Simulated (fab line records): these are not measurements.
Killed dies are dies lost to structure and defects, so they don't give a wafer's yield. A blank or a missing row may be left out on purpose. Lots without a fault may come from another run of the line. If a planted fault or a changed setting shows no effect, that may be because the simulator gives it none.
The tool behind it: which one? ; flow gf180mcu ; route of 602 steps, sampled at 1 step: 7 lots, 21 wafers

WHAT EACH GAUGE READ, for each wafer
GF_VT_IMPLANT_TW_MEAS_43.
lot;measured;on;VT_IMPLANT_4_TW
L827;day 8 10:47;filmMetro-03;693 697 691
L830;day 9 00:20;filmMetro-01;679 683 683
L832;day 9 16:44;filmMetro-03;695 698 699
L840;day 11 22:13;filmMetro-04;678 680 679
L842;day 12 12:35;filmMetro-04;678 675 675
L844;day 12 23:31;filmMetro-03;692 693 691
L847;day 13 19:07;filmMetro-03;691 691 695

WHICH TOOL RAN EACH LOT (tool, then ch and the chambers of the sampled wafers, then the start)
There is no process step in the record ahead of these readings.

THE ANSWER, worked out from the rows above alone
Rule: usual is defined by the lots themselves. The widest of any qualifying gaps counts: lots, ordered by their means at a reading, are off when they make up no more than a third of the lots, leave a main group of 4 or more, and stand apart from it by 3 or more times the standard deviation of that group's means. The tables above print the reading to a certain number of digits; a main group whose means all agree to those digits is not used. A lot without any number at a reading at which 4 lots or more have one is off too. All remaining lots with rows at the step are treated as sound.
Across all readings shown, no lot is off: no conclusion can be drawn from this.

WHAT THE SIMULATOR HAD INSERTED
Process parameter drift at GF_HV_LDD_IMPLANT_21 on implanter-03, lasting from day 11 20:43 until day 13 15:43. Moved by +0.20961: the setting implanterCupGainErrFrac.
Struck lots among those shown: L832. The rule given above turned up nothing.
